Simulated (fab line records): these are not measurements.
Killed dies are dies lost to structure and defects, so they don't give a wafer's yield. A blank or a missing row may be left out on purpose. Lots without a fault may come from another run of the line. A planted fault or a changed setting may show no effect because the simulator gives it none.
A struck lot beside a sound one ; flow gf180mcu ; 15 out of 602 route steps
Sound: these wafers, L216.2, L216.4, L216.6. Struck: wafers L219.3, L219.4, L219.6. Last of all comes the cause.
Each step with rows lists, per side, the tool, then ch with its chambers, then its first start. Under that, the readings that differ: sound wafers ; struck wafers ; difference of the means ; sigmas: that difference in standard deviations of wafers without a fault.
alike: readings with means less than 2 such deviations apart, plus words and numbers identical on both sides. not compared: withheld readings, readings lacking a value on some wafer, bounds such as >300 that could conceal the same value, and numbers that have no deviation in the record and whose values overlap.
The two part at a step that has a row with sigmas, a row that says differs or no value, or rows on one side only. When numbers do not overlap yet have no deviation, they are printed without sigmas and do not part them. A reading that every wafer of one side lacks parts them only if that side has two wafers or more.

GF_CONTACT_ETCH_16: etches BARC in N2/H2.
  sound on rieDiel-03 ch 0,2, day 18 11:23; struck on rieDiel-02 ch 0,1,2, day 19 07:52
  alike: biasW, drypumpMotorCurrentA, h2FlowSccm, oesProductAu, throttleValvePct
then, 1 step without rows for these wafers: GF_CONTACT_ETCH_17 (etches SiO2 in C4F8/O2/Ar, stops on CoSi2, target depth 860 nm).
GF_CONTACT_STRIP_18: strips in O2/N2.
  sound on plasmaAsher-02 ch 0,1, day 18 11:32; struck on plasmaAsher-04 ch 0,1, day 19 08:04
  alike: drypumpMotorCurrentA, heaterPowerW, oesProductAu
  not compared: rfHoursCounterH
then, 3 steps without rows for these wafers: GF_CONTACT_CLEAN_19 (cleans in SPM); GF_CONTACT_CLEAN_20 (cleans in DIW); GF_CONTACT_CLEAN_21 (cleans in dHF, time 20 s).
GF_CONTACT_SPUTTER_22: material Ti, target thk 15 nm, time 80.02 s.
  sound: pvdSputter-01 at day 18 11:52; struck: pvdSputter-04 at day 19 08:20
  alike: chamberPressurePa, substrateTempC, throttleValvePct
then, 1 step without rows for these wafers: GF_CONTACT_SPUTTER_23 (material TiN, target thk 10 nm, time 40 s).
GF_CONTACT_CVD_24: deposits W, target thk 300 nm, time 90.339 s.
  sound on cvdW-01 ch 0,1, day 18 11:58; struck on cvdW-01 ch 0,1, day 19 08:28
  alike: heaterPowerW
  not compared: sinceWetCleanH
GF_CONTACT_RS_MEAS_25: measures by four-point-probe.
  sound: filmMetro-04 at day 18 12:05; struck: filmMetro-01 at day 19 08:34
  alike: CONTACT_W_RS
GF_CONTACT_THK_MEAS_26: measures by xrf.
  sound: filmMetro-04 at day 18 12:12; struck: filmMetro-01 at day 19 08:40
reading;sound;struck;difference;sigmas
CONTACT_W_THK (nm);288 298 294;280 289 283;-9;-2
then, 1 step without rows for these wafers: GF_CONTACT_CMP_27 (polishes, stops on SiO2, t overpolish 15 s, target thk 0 nm).
GF_M1_SPUTTER_00: material Ti, target thk 37.5 nm, time 150 s.
  sound: pvdSputter-03 at day 18 12:33; struck: pvdSputter-04 at day 19 09:01
reading;sound;struck;difference;sigmas
model.Ti_of_M1_SPUTTER_00.thkNm (nm);37.26 36.88 36.63;30.02 29.73 30.01;-7.00;
  alike: chamberPressurePa, substrateTempC, throttleValvePct
GF_M1_SPUTTER_01: material TiN, target thk 30 nm, time 25 s.
  sound: pvdSputter-03 at day 18 12:39; struck: pvdSputter-04 at day 19 09:07
  alike: chamberPressurePa, throttleValvePct
GF_PASSIVATION_PROBE_99:
  the record holds rows for the sound wafers here (prober-01, day 30 23:10) but none for the struck ones

## WHERE THEY PART
Earliest at GF_CONTACT_THK_MEAS_26; latest, in this record, at GF_PASSIVATION_PROBE_99.

WHY: the cause the simulator had injected
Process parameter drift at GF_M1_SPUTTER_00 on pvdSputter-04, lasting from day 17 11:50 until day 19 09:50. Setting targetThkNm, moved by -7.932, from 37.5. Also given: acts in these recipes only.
